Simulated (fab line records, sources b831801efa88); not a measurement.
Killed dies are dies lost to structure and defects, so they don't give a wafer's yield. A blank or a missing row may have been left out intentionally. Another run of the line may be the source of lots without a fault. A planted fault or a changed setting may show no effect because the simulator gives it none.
One fault through the eyes of 2 desks || flow gf180mcu || only its own numbers are on each desk; what lay behind them is given at the end

== DESK OF THE TOOL OWNER: cmp-02 ==
The tool's own readings at GF_V2_CMP_26 (polishes, stops on SiO2, t overpolish 15 s, target thk 0 nm): means of the sampled wafers that have a number, for each lot that ran on this tool. Any lot whose mean is over 4 standard deviations away from the usual mean is out of limits and marked OUT; that distance is given in the brackets.
Columns: A = motor_current_A at GF_V2_CMP_26, usual 10.1 A; B = overpolish_run_s at GF_V2_CMP_26, usual 15.000 s; C = time_to_endpoint_s at GF_V2_CMP_26, usual 84 s
{"lot": "L808", "first seen here": "day 20 03:55", "A": 10.8, "B": 15.002, "C": 78}
{"lot": "L812", "first seen here": "day 21 16:11", "A": 9.9, "B": 14.994, "C": 81}
{"lot": "L817", "first seen here": "day 23 18:31", "A": 9.8, "B": 15.007, "C": 82}
{"lot": "L818", "first seen here": "day 24 05:43", "A": 10.0, "B": "10.014 (-99 or more) OUT", "C": "101 (+5.2) OUT"}
{"lot": "L819", "first seen here": "day 24 11:46", "A": 10.2, "B": "5.029 (-99 or more) OUT", "C": "116 (+10) OUT"}
{"lot": "L821", "first seen here": "day 25 06:31", "A": 9.7, "B": "7.522 (-99 or more) OUT", "C": "104 (+6.4) OUT"}
{"lot": "L829", "first seen here": "day 27 18:46", "A": 10.1, "B": 14.996, "C": 87}
{"lot": "L830", "first seen here": "day 27 22:44", "A": 9.9, "B": 14.997, "C": 84}
{"lot": "L831", "first seen here": "day 28 03:18", "A": 9.8, "B": 14.992, "C": 83}
This desk's verdict: out of limits on L818, L819, L821, starting with L818 at day 24 05:43 (overpolish_run_s at GF_V2_CMP_26). L808, L812, L817, L829, L830, L831 stayed within limits.

== AT THE METROLOGY DESK ==
Means of the sampled wafers that have a number, per lot and without regard to the tool the lot ran on: this is what the gauges read. Any lot whose mean is over 4 standard deviations away from the usual mean is out of limits and marked OUT; that distance is given in the brackets.
Columns: A = M2_OVL at GF_M2_OVL_MEAS_15, usual 0 nm
{"lot": "L808", "first seen here": "day 19 00:55", "A": -3}
{"lot": "L809", "first seen here": "day 19 09:17", "A": 0}
{"lot": "L812", "first seen here": "day 20 13:36", "A": -1}
{"lot": "L813", "first seen here": "day 20 23:07", "A": -0}
{"lot": "L814", "first seen here": "day 21 11:35", "A": 4}
{"lot": "L817", "first seen here": "day 22 17:28", "A": 8}
{"lot": "L818", "first seen here": "day 23 04:47", "A": 2}
{"lot": "L819", "first seen here": "day 23 11:10", "A": 0}
{"lot": "L821", "first seen here": "day 24 06:05", "A": -6}
{"lot": "L829", "first seen here": "day 26 19:42", "A": -4}
{"lot": "L828", "first seen here": "day 26 20:02", "A": 3}
{"lot": "L830", "first seen here": "day 26 23:49", "A": -2}
{"lot": "L831", "first seen here": "day 27 04:35", "A": 4}
This desk's finding: nothing out of limits on any of the 13 lots.

== BROUGHT TOGETHER ==
The tool owner's desk could have raised an alarm at day 24 05:43, on L818, L819, L821.
Nothing out of limits was seen by the metrology desk.
The metrology desk has L818, L819, L821 on record, within its limits.
On cmp-02, each named lot ran GF_V2_CMP_26.

== WHAT THE SIMULATOR HAD PUT IN ==
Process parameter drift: cmp-02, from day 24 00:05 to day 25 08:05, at GF_V2_CMP_26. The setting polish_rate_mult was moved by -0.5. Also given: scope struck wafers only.
Lots struck among those shown: L818, L819, L821.
Each desk's first reading out of limits, in hours after the fault started: the tool owner's desk, 6.
